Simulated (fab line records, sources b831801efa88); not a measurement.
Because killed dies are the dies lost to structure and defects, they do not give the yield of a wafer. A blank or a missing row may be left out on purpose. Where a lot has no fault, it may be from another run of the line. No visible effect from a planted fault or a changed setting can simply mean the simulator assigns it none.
Struck lot and sound lot, side by side	flow sky130	15 steps out of a route of 708
Sound: wafers L625.1, L625.4, L625.5. Wafers struck: L618.2, L618.3, L618.5. The cause is given at the end.
Per side, at each step with rows, come the tool, then ch with its chambers, and then its first start. Under that, the readings that differ: sound wafers	struck wafers	difference of the means	sigmas: that difference in standard deviations of wafers without a fault.
alike: words and numbers the same on both sides, and readings whose means are apart by under 2 such deviations; not compared: readings that were withheld, readings missing a value for some wafer, numbers with overlapping values and no deviation given by the record, and bounds like >300 which may hide the same value.
The two part at a step that has a row with sigmas, a row that says differs or no value, or rows on one side only. Numbers that don't overlap but have no deviation are shown without sigmas and don't part them. A reading missing from all wafers of one side parts the sides only when that side holds two or more wafers.

SKY_VT_ADJUST_HVTR_OVL_MEAS_08:
  struck on overlay-01, day 14 08:26; sound on overlay-02, day 16 16:16
  alike: VT_ADJUST_HVTR_OVL
then, 1 step without rows for these wafers: SKY_VT_ADJUST_HVTR_IMPLANT_09.
SKY_VT_ADJUST_HVTR_STRIP_10: strips in O2/N2.
  sound on plasmaAsher-01 ch 1, day 16 16:27; struck on plasmaAsher-01 ch 0,1, day 14 08:37
  alike: drypumpMotorCurrentA, oesProductAu, stripTimeToEndpointS
  not compared: rfHoursCounterH
SKY_VT_ADJUST_HVTR_TW_MEAS_11:
  struck on filmMetro-01, day 14 08:43; sound on filmMetro-04, day 16 16:33
  alike: VT_ADJUST_HVTR_TW
then, 7 steps without rows for these wafers: SKY_VT_ADJUST_PCH_DEHYDRATE_00 (time 60 s); SKY_VT_ADJUST_PCH_HMDS_01 (prime time 60 s); SKY_VT_ADJUST_PCH_COAT_02 (resist thk 3000 nm); SKY_VT_ADJUST_PCH_SOFTBAKE_03; SKY_VT_ADJUST_PCH_EXPOSE_04 (exposes mask NWM, target cd 840 nm); SKY_VT_ADJUST_PCH_PEB_05; SKY_VT_ADJUST_PCH_DEVELOP_06 (develop time 60 s).
SKY_VT_ADJUST_PCH_OVL_MEAS_07:
  struck on overlay-01, day 15 12:09; sound on overlay-01, day 17 23:14
  alike: VT_ADJUST_PCH_OVL
SKY_VT_ADJUST_PCH_IMPLANT_08:
  sound on implanter-02 ch 0, day 17 23:17; struck on implanter-04, day 15 12:12
  no value came back on the struck wafers for beamEnergyKeV, beamOnS (s), endStationPressureTorr (Torr); on the sound wafers beamEnergyKeV reads 10.001 9.999 9.996
SKY_VT_ADJUST_PCH_STRIP_09: strips in O2/N2.
  sound on plasmaAsher-04 ch 0,1, day 17 23:26; struck on plasmaAsher-04 ch 0,1, day 15 12:20
  alike: drypumpMotorCurrentA, oesProductAu, stripTimeToEndpointS
  not compared: rfHoursCounterH
SKY_VT_ADJUST_PCH_TW_MEAS_10:
  struck on filmMetro-01, day 15 12:26; sound on filmMetro-01, day 17 23:32
reading	sound	struck	difference	sigmas
VT_ADJUST_PCH_TW	142.5 143.7 142.7	30.0 30.2 30.2	-112.8	-99 or more

== WHERE THEY PART ==
Last at SKY_VT_ADJUST_PCH_TW_MEAS_10 as far as this record goes, first at SKY_VT_ADJUST_PCH_IMPLANT_08.

WHY: what had been put in by the simulator
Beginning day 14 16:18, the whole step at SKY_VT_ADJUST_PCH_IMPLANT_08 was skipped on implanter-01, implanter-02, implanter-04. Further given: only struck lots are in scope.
